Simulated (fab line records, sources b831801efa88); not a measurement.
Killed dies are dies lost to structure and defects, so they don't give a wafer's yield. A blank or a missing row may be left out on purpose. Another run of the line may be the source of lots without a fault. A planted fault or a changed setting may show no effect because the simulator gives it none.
The tool behind it: which one? -- flow gf180mcu -- Sampling: 12 lots, 36 wafers, 6 of 602 route steps

## WHAT THE GAUGES SHOWED, per wafer
GF_HV_LDD_OVL_MEAS_32. Usual: for HV_LDD_02_OVL the level is 0.8 nm and the standard deviation is 1.3.
lot,measured,on,HV_LDD_02_OVL (nm),flag
L664,day 11 20:52,overlay-01,2.6 0.5 0.6,
L667,day 12 22:23,overlay-02,1.1 0.6 0.5,
L668,day 13 06:54,overlay-01,1.3 1.4 -0.8,
L671,day 14 07:33,overlay-01,2.4 1.9 2.8,
L672,day 14 14:01,overlay-02,1.7 0.8 2.4,
L674,day 15 05:12,overlay-02,0.8 0.2 -0.4,
L676,day 15 19:53,overlay-02,0.3 0.5 -0.1,
L680,day 17 01:48,overlay-02,1.8 -0.1 -0.3,
L681,day 17 12:05,overlay-02,-1.3 0.1 1.2,
L683,day 18 02:26,overlay-01,0.3 -0.2 -1.5,
L685,day 18 20:14,overlay-02,2.2 2.1 3.1,
L686,day 19 02:01,overlay-01,0.9 -0.6 1.5,

GF_HV_LDD_CD_MEAS_46 targets a cd of 400 nm. Usual: cd nm 402.6 nm, standard deviation 2.5.
lot,measured,on,cd nm (nm),flag
L664,day 12 16:44,cd sem-02,401.8 402.4 403.1,
L667,day 13 19:34,cd sem-01,399.6 403.1 399.3,
L668,day 14 03:47,cd sem-01,399.9 401.7 399.9,
L671,day 15 05:49,cd sem-01,418.9 417.3 418.0,OFF
L672,day 15 11:26,cd sem-02,414.0 415.2 415.9,OFF
L674,day 16 03:35,cd sem-02,421.2 418.3 420.2,OFF
L676,day 16 19:10,cd sem-01,406.8 404.2 405.9,
L680,day 18 01:17,cd sem-01,402.4 401.6 399.3,
L681,day 18 11:43,cd sem-02,401.5 400.6 401.3,
L683,day 19 03:26,cd sem-02,399.8 400.2 402.4,
L685,day 19 21:40,cd sem-01,401.9 400.2 400.6,
L686,day 20 03:07,cd sem-02,403.7 404.1 406.0,

GF_HV_LDD_THK_MEAS_55. Usual: for HV_LDD_CVD_54_THK the level is 9.99 nm and the standard deviation is 0.12.
lot,measured,on,HV_LDD_CVD_54_THK (nm),flag
L664,day 12 18:28,film metro-02,10.25 10.15 10.11,
L667,day 13 21:21,film metro-04,10.10 10.04 9.92,
L668,day 14 05:30,film metro-04,9.86 9.97 9.83,
L671,day 15 07:31,film metro-03,9.95 9.83 9.84,
L672,day 15 13:10,film metro-04,9.99 10.06 10.11,
L674,day 16 05:19,film metro-03,10.13 10.26 10.22,
L676,day 16 20:53,film metro-03,10.05 9.91 10.05,
L680,day 18 03:00,film metro-03,10.02 10.00 10.11,
L681,day 18 13:25,film metro-02,9.94 9.98 10.02,
L683,day 19 05:10,film metro-04,10.14 10.08 10.01,
L685,day 19 23:23,film metro-03,10.16 10.11 10.28,
L686,day 20 04:49,film metro-02,10.06 10.01 9.92,

## WHICH TOOL RAN EACH LOT (tool, then ch and the chambers of the sampled wafers, then the start)
lot,GF_POLY_GATE_ETCH_13,GF_HV_LDD_COAT_41,GF_HV_LDD_STRIP_49
L664,"rie si-02 ch 0,2,3, day 9 12:29","litho track-01 ch 0, day 12 06:39","plasma asher-04 ch 0,1, day 12 17:02"
L667,"rie si-02 ch 0,1,3, day 10 11:52","litho track-03 ch 0, day 13 09:13","plasma asher-04 ch 0,1, day 13 19:53"
L668,"rie si-02 ch 1,2, day 10 18:53","litho track-03 ch 0, day 13 17:18","plasma asher-02 ch 0,1, day 14 04:05"
L671,"rie si-01 ch 0,3, day 11 17:52","litho track-03 ch 0, day 14 18:37","plasma asher-04 ch 0,1, day 15 06:07"
L672,"rie si-02 ch 0,1,2, day 12 00:12","litho track-03 ch 0, day 15 00:58","plasma asher-02 ch 1, day 15 11:44"
L674,"rie si-02 ch 0,1,3, day 12 12:46","litho track-03 ch 0, day 15 16:27","plasma asher-02 ch 0, day 16 03:53"
L676,"rie si-01 ch 0,1,2, day 13 02:41","litho track-02 ch 0, day 16 07:44","plasma asher-01 ch 0,1, day 16 19:29"
L680,"rie si-02 ch 0,2, day 14 06:26","litho track-01 ch 0, day 17 13:23","plasma asher-04 ch 0, day 18 01:35"
L681,"rie si-01 ch 0,2, day 14 15:23","litho track-01 ch 0, day 18 00:02","plasma asher-01 ch 0,1, day 18 11:59"
L683,"rie si-02 ch 0,1,2, day 15 05:41","litho track-03 ch 0, day 18 14:40","plasma asher-04 ch 0,1, day 19 03:44"
L685,"rie si-01 ch 0,1,2, day 15 20:52","litho track-01 ch 0, day 19 08:58","plasma asher-01 ch 0, day 19 21:58"
L686,"rie si-01 ch 0,2,3, day 16 01:20","litho track-01 ch 0, day 19 14:49","plasma asher-01 ch 0,1, day 20 03:25"
- GF_POLY_GATE_ETCH_13: etches poly-Si in HBr/Cl2, stops on SiO2, target depth 198.5 nm, time 69.6 s.
- GF_HV_LDD_COAT_41: resist thk 1000 nm.
- GF_HV_LDD_STRIP_49: strips in O2/N2.

## WHAT THE TOOLS THEMSELVES READ (means of the sampled wafers that have a number; where no wafer has one, the mark that the record gives instead)
GF_POLY_GATE_ETCH_13. Usual: drypump motor current A 5.4 A, standard deviation 0.38; oes product au 0.989 a.u., standard deviation 0.0064; rf fwd power W 397.1 W, standard deviation 1.3; throttle valve pct 33.685 %, standard deviation 0.0093.
lot,tool,drypump motor current A (A),oes product au (a.u.),rf fwd power W (W),throttle valve pct (%),flag
L664,rie si-02,5.3,0.991,397.7,33.686,
L667,rie si-02,5.4,0.984,398.5,33.694,
L668,rie si-02,5.7,0.984,397.3,33.688,
L671,rie si-01,5.7,0.987,396.9,33.679,
L672,rie si-02,5.6,0.989,396.9,33.676,
L674,rie si-02,5.3,0.986,397.1,33.684,
L676,rie si-01,5.1,0.982,396.1,33.689,
L680,rie si-02,5.5,0.992,396.9,33.686,
L681,rie si-01,5.2,0.990,397.1,33.687,
L683,rie si-02,5.6,0.997,397.3,33.679,
L685,rie si-01,5.1,0.988,396.8,33.678,
L686,rie si-01,5.4,0.991,396.4,33.682,

GF_HV_LDD_COAT_41. Usual: resist line temp C 22.99 C, standard deviation 0.092; spin speed rpm 3000.1 rpm, standard deviation 1.9.
lot,tool,resist line temp C (C),spin speed rpm (rpm),flag
L664,litho track-01,23.00,3001.7,
L667,litho track-03,22.96,3000.8,
L668,litho track-03,23.00,3001.5,
L671,litho track-03,22.95,4031.6,OFF
L672,litho track-03,22.97,4033.6,OFF
L674,litho track-03,22.92,4030.5,OFF
L676,litho track-02,23.02,2999.9,
L680,litho track-01,22.96,2999.7,
L681,litho track-01,23.01,2997.3,
L683,litho track-03,22.92,3000.2,
L685,litho track-01,22.93,3001.5,
L686,litho track-01,23.18,2997.5,

GF_HV_LDD_STRIP_49. Usual: drypump motor current A 5.5 A, standard deviation 0.37; heater power w 317 W, standard deviation 27; oes product au 0.716 a.u., standard deviation 0.0047; platen temp c 250.01 C, standard deviation 0.19; strip time to endpoint s 12.62 s, standard deviation 0.043.
lot,tool,drypump motor current A (A),heater power w (W),oes product au (a.u.),platen temp c (C),strip time to endpoint s (s),flag
L664,plasma asher-04,5.6,295,0.719,249.89,12.59,
L667,plasma asher-04,5.4,309,0.711,249.97,12.62,
L668,plasma asher-02,5.3,356,0.716,249.88,12.62,
L671,plasma asher-04,5.6,293,0.689,249.86,10.99,OFF
L672,plasma asher-02,6.0,347,0.693,249.90,10.97,OFF
L674,plasma asher-02,4.9,360,0.690,249.94,10.98,OFF
L676,plasma asher-01,5.3,321,0.712,249.85,12.59,
L680,plasma asher-04,5.8,283,0.720,250.26,12.62,
L681,plasma asher-01,5.3,316,0.710,250.01,12.66,
L683,plasma asher-04,5.4,306,0.715,249.84,12.61,
L685,plasma asher-01,5.2,331,0.715,249.99,12.65,
L686,plasma asher-01,5.5,303,0.720,249.94,12.66,

## THE ANSWER, worked out from the rows above alone
Rule: a lot counts as off when the mean over its wafers that have a number is more than 3 standard deviations away from the usual mean. A lot without any number at a reading at which 4 lots or more have one is off too. Any other lot the step has rows for is counted as sound. Order of review: gauges by route order, followed by the tools' own readings, for which a lot's mean as printed above is used. The first step at which some lot is off is used, and at that step the reading that is off furthest; a lot without a number counts as furthest.
Off, at GF_HV_LDD_CD_MEAS_46 on cd nm: L671, L672, L674.
If a tool, at a process step before that reading, ran all the lots that are off and no sound lot after the first of them, it fits. The gauges at GF_HV_LDD_CD_MEAS_46 aren't tried: what is off there is off at GF_HV_LDD_COAT_41 too, on other tools, and a gauge's error can't cause that. No candidate that was tried fits.

## WHAT THE SIMULATOR HAD INSERTED
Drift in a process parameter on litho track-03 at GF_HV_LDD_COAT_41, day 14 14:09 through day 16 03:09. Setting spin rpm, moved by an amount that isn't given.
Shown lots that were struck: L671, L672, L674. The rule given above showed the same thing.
